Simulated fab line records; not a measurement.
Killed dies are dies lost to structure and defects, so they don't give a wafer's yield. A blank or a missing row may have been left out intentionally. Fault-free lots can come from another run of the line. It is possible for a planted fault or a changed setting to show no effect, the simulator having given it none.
Which tool is to blame? || flow gf180mcu || Sampling: 12 lots, 36 wafers, 3 of 602 route steps

WHAT EACH GAUGE READ, for each wafer
GF_M3_THK_MEAS_06: measures by xrf.
{"lot": "L075", "measured": "day 20 14:49", "on": "filmMetro-04", "M3_ALCU_THK (nm)": "454 457 464"}
{"lot": "L077", "measured": "day 21 08:23", "on": "filmMetro-04", "M3_ALCU_THK (nm)": "455 455 457"}
{"lot": "L079", "measured": "day 22 02:41", "on": "filmMetro-04", "M3_ALCU_THK (nm)": "455 463 454"}
{"lot": "L081", "measured": "day 23 00:56", "on": "filmMetro-04", "M3_ALCU_THK (nm)": "453 457 457"}
{"lot": "L083", "measured": "day 24 04:46", "on": "filmMetro-03", "M3_ALCU_THK (nm)": "453 451 453"}
{"lot": "L085", "measured": "day 24 16:20", "on": "filmMetro-01", "M3_ALCU_THK (nm)": "464 464 456"}
{"lot": "L087", "measured": "day 25 08:15", "on": "filmMetro-03", "M3_ALCU_THK (nm)": "440 440 440"}
{"lot": "L089", "measured": "day 25 21:09", "on": "filmMetro-04", "M3_ALCU_THK (nm)": "467 464 463"}
{"lot": "L091", "measured": "day 26 09:22", "on": "filmMetro-03", "M3_ALCU_THK (nm)": "451 453 451"}
{"lot": "L093", "measured": "day 26 21:07", "on": "filmMetro-04", "M3_ALCU_THK (nm)": "456 457 461"}
{"lot": "L095", "measured": "day 27 11:10", "on": "filmMetro-04", "M3_ALCU_THK (nm)": "457 460 454"}
{"lot": "L097", "measured": "day 28 03:02", "on": "filmMetro-03", "M3_ALCU_THK (nm)": "450 452 448"}

TOOL THAT RAN EACH LOT (tool first, then ch and the chambers of the sampled wafers, then the start)
{"lot": "L075", "GF_V2_SPUTTER_22": "pvdSputter-01, day 20 13:50", "GF_M3_SPUTTER_03": "pvdSputter-04, day 20 14:38"}
{"lot": "L077", "GF_V2_SPUTTER_22": "pvdSputter-01, day 21 07:24", "GF_M3_SPUTTER_03": "pvdSputter-03, day 21 08:11"}
{"lot": "L079", "GF_V2_SPUTTER_22": "pvdSputter-02, day 22 01:41", "GF_M3_SPUTTER_03": "pvdSputter-04, day 22 02:28"}
{"lot": "L081", "GF_V2_SPUTTER_22": "pvdSputter-02, day 22 23:57", "GF_M3_SPUTTER_03": "pvdSputter-03, day 23 00:44"}
{"lot": "L083", "GF_V2_SPUTTER_22": "pvdSputter-03, day 24 03:47", "GF_M3_SPUTTER_03": "pvdSputter-04, day 24 04:35"}
{"lot": "L085", "GF_V2_SPUTTER_22": "pvdSputter-01, day 24 15:22", "GF_M3_SPUTTER_03": "pvdSputter-04, day 24 16:10"}
{"lot": "L087", "GF_V2_SPUTTER_22": "pvdSputter-02, day 25 07:17", "GF_M3_SPUTTER_03": "pvdSputter-03, day 25 08:04"}
{"lot": "L089", "GF_V2_SPUTTER_22": "pvdSputter-02, day 25 20:09", "GF_M3_SPUTTER_03": "pvdSputter-02, day 25 20:56"}
{"lot": "L091", "GF_V2_SPUTTER_22": "pvdSputter-01, day 26 08:22", "GF_M3_SPUTTER_03": "pvdSputter-02, day 26 09:09"}
{"lot": "L093", "GF_V2_SPUTTER_22": "pvdSputter-01, day 26 20:08", "GF_M3_SPUTTER_03": "pvdSputter-04, day 26 20:56"}
{"lot": "L095", "GF_V2_SPUTTER_22": "pvdSputter-02, day 27 10:11", "GF_M3_SPUTTER_03": "pvdSputter-04, day 27 10:59"}
{"lot": "L097", "GF_V2_SPUTTER_22": "pvdSputter-02, day 28 02:03", "GF_M3_SPUTTER_03": "pvdSputter-03, day 28 02:50"}
- GF_V2_SPUTTER_22: material TiN, target thk 10 nm, time 40 s.
- GF_M3_SPUTTER_03: material Ti, target thk 10 nm, time 6.7 s.

THE ANSWER, worked out from the rows above alone
Rule: the usual values come from the lots themselves. The widest of any qualifying gaps counts: lots, ordered by their means at a reading, are off when they make up no more than a third of the lots, leave a main group of 4 or more, and stand apart from it by 3 or more times the standard deviation of that group's means. The tables above print the reading to a certain number of digits; a main group whose means all agree to those digits is not used. Also off: a lot with no number at a reading for which 4 or more lots have one. The other lots that the step has rows for count as sound.
Nothing can be told from this: no lot is off at any reading shown.

WHAT THE SIMULATOR HAD INSERTED
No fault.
